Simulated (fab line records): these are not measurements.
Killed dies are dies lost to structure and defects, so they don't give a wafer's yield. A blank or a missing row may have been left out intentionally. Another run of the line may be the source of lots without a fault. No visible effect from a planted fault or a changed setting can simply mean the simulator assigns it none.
A struck lot beside a sound one | flow gf180mcu | 18 steps out of a route of 602
Sound: the wafers L473.1, L473.2, L473.6. Struck: wafers L475.1, L475.4 (left out: L475.6, a lot-mate that was not struck); the cause follows at the end.
Per side, at each step with rows, come the tool, then ch with its chambers, and then its first start. Under that, the readings that differ: sound wafers | struck wafers | difference of the means | sigmas: that difference in standard deviations of wafers without a fault.
alike: readings with means less than 2 such deviations apart, plus words and numbers identical on both sides. not compared: withheld readings, readings lacking a value on some wafer, bounds such as >300 that could conceal the same value, and numbers that have no deviation in the record and whose values overlap.
A row with sigmas, a row that says differs or no value, or rows on one side alone: a step with any of these is where the two part. Non-overlapping numbers with no deviation appear without sigmas and do not part them. Lack of a reading on every wafer of one side parts them only where that side has two or more wafers.

first, 3 steps without rows for these wafers: GF_V3_EXPOSE_11 (exposes mask Via3, target cd 260 nm); GF_V3_PEB_12 (peb time 90 s); GF_V3_DEVELOP_13 (develop time 60 s).
GF_V3_CD_MEAS_14: target cd 260 nm.
  sound on cdSem-01 at day 23 12:20; struck on cdSem-02 at day 24 21:52
  alike: cdNm
GF_V3_OVL_MEAS_15:
  sound on overlay-01 at day 23 12:28; struck on overlay-02 at day 24 21:59
  alike: V3_OVL
GF_V3_ETCH_16: etches BARC in N2/H2.
  sound on rieDiel-04 ch 0,1,3, day 23 12:30; struck on rieDiel-01 ch 3, day 24 22:01
reading                  | sound       | struck  | difference | sigmas
drypumpMotorCurrentA (A) | 6.3 5.6 6.1 | 5.1 5.1 | -0.9       | -2
  alike: chamberPressureMTorr, oesProductAu, throttleValvePct
GF_V3_ETCH_17: etches SiO2 in C4F8/O2/Ar, stops on TiN, target depth 635 nm.
  sound on rieDiel-04 ch 0,1,3; struck on rieDiel-01 ch 3
  alike: chamberPressureMTorr, oesProductAu
GF_V3_STRIP_18: strips in O2/N2.
  sound on plasmaAsher-03 ch 0,1, day 23 12:38; struck on plasmaAsher-01 ch 1, day 24 22:09
  alike: chamberPressureMTorr, drypumpMotorCurrentA, heaterPowerW, oesProductAu
  not compared: rfHoursCounterH
then, 2 steps without rows for these wafers: GF_V3_STRIP_19 (strips in post etch residue remover, time 1200 s); GF_V3_CLEAN_20 (cleans in DIW).
GF_V3_SPUTTER_21: material Ti, target thk 15 nm, time 80.02 s.
  sound on pvdSputter-04 at day 23 13:10; struck on pvdSputter-03 at day 24 22:43
  alike: throttleValvePct
GF_V3_SPUTTER_22: material TiN, target thk 10 nm, time 40 s.
  sound on pvdSputter-04 at day 23 13:14; struck on pvdSputter-03 at day 24 22:46
  alike: throttleValvePct
GF_V3_CVD_23: deposits W, target thk 350 nm, time 104.9 s.
  sound on cvdW-02 ch 0,1, day 23 13:16; struck on cvdW-01 ch 1, day 24 22:49
reading                         | sound                | struck        | difference | sigmas
susceptorTempC (C)              | 400.11 400.36 400.12 | 412.87 412.96 | +12.72     | +58
model.W_of_V3_CVD_23.thkNm (nm) | 347.2 354.5 353.6    | 439.3 435     | +85.4      | 
  alike: heaterPowerW
  not compared: sinceWetCleanH
GF_V3_RS_MEAS_24: a four-point-probe measurement.
  sound on filmMetro-01 at day 23 13:23; struck on filmMetro-01 at day 24 22:55
reading          | sound             | struck      | difference | sigmas
V3_W_RS (ohm/sq) | 0.330 0.322 0.322 | 0.260 0.263 | -0.063     | -15
GF_V3_THK_MEAS_25: measures by xrf.
  sound on filmMetro-01 at day 23 13:31; struck on filmMetro-01 at day 24 23:02
reading       | sound       | struck  | difference | sigmas
V3_W_THK (nm) | 361 365 365 | 460 454 | +93        | +15
GF_V3_CMP_26: polishes, stops on SiO2, t overpolish 15 s, target thk 0 nm.
  sound on cmp-01 ch 0,2, day 23 13:34; struck on cmp-01 ch 1,3, day 24 23:09
reading             | sound    | struck | difference | sigmas
timeToEndpointS (s) | 81 81 81 | 106 99 | +22        | +7
  alike: motorCurrentA
then, 1 step without rows for these wafers: GF_M4_SPUTTER_00 (material Ti, target thk 37.5 nm, time 150 s).
GF_PASSIVATION_PROBE_99:
  the record has rows for the sound wafers here (prober-02, day 30 00:20) and none for the struck ones

== WHERE THEY PART ==
First at GF_V3_ETCH_16; last, within this record, at GF_PASSIVATION_PROBE_99.

WHY: what had been put in by the simulator
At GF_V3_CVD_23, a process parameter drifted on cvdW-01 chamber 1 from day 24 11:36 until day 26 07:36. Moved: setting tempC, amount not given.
